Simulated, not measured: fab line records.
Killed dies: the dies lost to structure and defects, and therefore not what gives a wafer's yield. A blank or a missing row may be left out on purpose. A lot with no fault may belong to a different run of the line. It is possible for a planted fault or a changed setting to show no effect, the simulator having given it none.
Struck lot and sound lot, side by side | flow sky130 | 16 out of 708 route steps
Sound: these wafers, L328.1, L328.2, L328.5. The struck wafers were L336.1, L336.3, L336.5. Last of all comes the cause.
Order at every step that has rows: each side's tool, ch and its chambers, its first start. Under that, the readings that differ: sound wafers | struck wafers | difference of the means | sigmas: that difference in standard deviations of wafers without a fault.
alike: same words and numbers on both sides, and readings whose means sit less than 2 such deviations apart. not compared: any withheld reading, any reading some wafer has no value for, any bound like >300 that may hide the same value, and any number with overlapping values for which the record gives no deviation.
The two part at a step that has a row with sigmas, a row that says differs or no value, or rows on one side only. When numbers do not overlap yet have no deviation, they are printed without sigmas and do not part them. A reading that every wafer of one side lacks parts them only if that side has two wafers or more.

SKY_LDD_HVP_TW_MEAS_10:
  sound on film metro-02 at day 24 09:49; struck on film metro-04 at day 26 20:24
  alike: LDD_HVP_TW
then, 7 steps without rows for these wafers: SKY_LDD_LDN_DEHYDRATE_00 (time 60 s); SKY_LDD_LDN_HMDS_01 (prime time 60 s); SKY_LDD_LDN_COAT_02 (resist thk 1140 nm); SKY_LDD_LDN_SOFTBAKE_03 (time 60 s); SKY_LDD_LDN_EXPOSE_04 (exposes mask LDNTM, target cd 700 nm); SKY_LDD_LDN_PEB_05; SKY_LDD_LDN_DEVELOP_06 (develop time 60 s).
SKY_LDD_LDN_OVL_MEAS_07:
  sound on overlay-02 at day 25 14:37; struck on overlay-02 at day 28 01:49
  alike: LDD_LDN_OVL
then, 3 steps without rows for these wafers: SKY_LDD_LDN_IMPLANT_08; SKY_LDD_LDN_IMPLANT_09; SKY_LDD_LDN_IMPLANT_10.
SKY_LDD_LDN_IMPLANT_11:
  sound on implanter-03 ch 0, day 25 15:05; struck on implanter-01 ch 0, day 28 02:19
  reading            | sound                            | struck                        | difference | sigmas
  dose ions cm2      | 1.2494e+13 1.2511e+13 1.2506e+13 | 6.021e+12 6.004e+12 6.026e+12 | -6.487e+12 | -99 or more
  faraday current uA | 70.2 70.6 70.1                   | 34.7 34.6 33.8                | -35.9      | -24
  alike: beam energy keV
SKY_LDD_LDN_STRIP_12: strips in O2/N2.
  sound on plasma asher-03 ch 0,1, day 25 15:14; struck on plasma asher-01 ch 1, day 28 02:28
  alike: drypump motor current A, oes product au, strip time to endpoint s
  not compared: rf hours counter h
SKY_LDD_LDN_TW_MEAS_13:
  sound on film metro-02 at day 25 15:20; struck on film metro-03 at day 28 02:47
  reading    | sound          | struck         | difference | sigmas
  LDD_LDN_TW | 1505 1507 1500 | 1404 1407 1407 | -98        | -8
  not compared: hold
-- the record jumps here: 21 days lie between the struck wafers' starts before and after (it left off in module LDD_LDN and takes up again in module PAD_OPEN, whose first step shown is number 708 of the route) --
SKY_PAD_OPEN_PROBE_99:
  sound on prober-01 at day 47 16:12; struck on prober-01 at day 49 05:25
  reading                         | sound          | struck         | difference | sigmas
  model.etest.tip sonos.rs ohm sq | 2578 2601 2587 | 2740 2744 2741 | +153       |
  alike: killed_at_M0_to_M3, killed_at_M4_up, killed at contacts, killed at front end, killed at other, killed dies, killed open, killed short

## WHERE THEY PART
Last at SKY_LDD_LDN_TW_MEAS_13 as far as this record goes, first at SKY_LDD_LDN_IMPLANT_11. Later steps at which nothing parts them and some readings are alike: SKY_PAD_OPEN_PROBE_99.

WHY: the cause the simulator had injected
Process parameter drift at SKY_LDD_LDN_IMPLANT_11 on implanter-01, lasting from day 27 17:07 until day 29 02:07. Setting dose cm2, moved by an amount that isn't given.
